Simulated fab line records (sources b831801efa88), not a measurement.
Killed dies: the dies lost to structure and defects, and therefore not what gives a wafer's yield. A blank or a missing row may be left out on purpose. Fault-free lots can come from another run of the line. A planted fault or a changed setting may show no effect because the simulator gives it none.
2 desks, one fault | flow sky130 | numbers are kept per desk, each desk with only its own; the story behind them comes last

## AT THE TOOL OWNER'S DESK: krf-scanner-02
The tool's own readings at SKY_LI_CONTACT_EXPOSE_09 (exposes mask LICM1, target cd 170 nm): means of the sampled wafers that have a number, for each lot that ran on this tool. If a lot's mean is further than 4 standard deviations from the usual mean, the lot is out of limits and carries the mark OUT (the distance appears in the brackets).
Columns: A = focus-offset-nm at SKY_LI_CONTACT_EXPOSE_09, usual 0.0 nm
lot  | first seen here | A
L161 | day 29 05:33    | -0.2
L162 | day 29 09:59    | -0.4
L164 | day 30 18:54    | 0.5
L173 | day 33 12:34    | 0.0
L174 | day 34 07:22    | 0.8
L176 | day 34 13:48    | -0.2
L177 | day 34 13:55    | -0.2
L178 | day 34 18:11    | 0.2
L179 | day 35 02:30    | -0.1
L180 | day 35 05:20    | -0.1
Finding of this desk: none of the 10 lots has anything out of limits.

## AT THE METROLOGY DESK
What the gauges read for every lot (on any tool): the sampled wafers with a number, averaged. If a lot's mean is further than 4 standard deviations from the usual mean, the lot is out of limits and carries the mark OUT (the distance appears in the brackets).
Columns: A = cd-nm at SKY_LI_CONTACT_CD_MEAS_12, usual 170.5 nm
lot  | first seen here | A
L161 | day 29 19:34    | 167.9
L162 | day 29 23:43    | 163.9
L164 | day 31 08:55    | 164.1
L173 | day 34 01:25    | 169.5
L175 | day 34 20:10    | 173.0
L174 | day 34 21:21    | 169.3
L176 | day 35 03:21    | 167.6
L177 | day 35 03:26    | 172.8
L178 | day 35 07:20    | 171.6
L179 | day 35 14:46    | 170.5
L180 | day 35 18:08    | 167.7
L181 | day 36 11:16    | 168.8
Finding of this desk: none of the 12 lots has anything out of limits.

## PUT TOGETHER
The desk of the tool owner found nothing out of limits.
From the metrology desk's view, nothing was out of limits.

## WHAT HAD BEEN PUT IN BY THE SIMULATOR
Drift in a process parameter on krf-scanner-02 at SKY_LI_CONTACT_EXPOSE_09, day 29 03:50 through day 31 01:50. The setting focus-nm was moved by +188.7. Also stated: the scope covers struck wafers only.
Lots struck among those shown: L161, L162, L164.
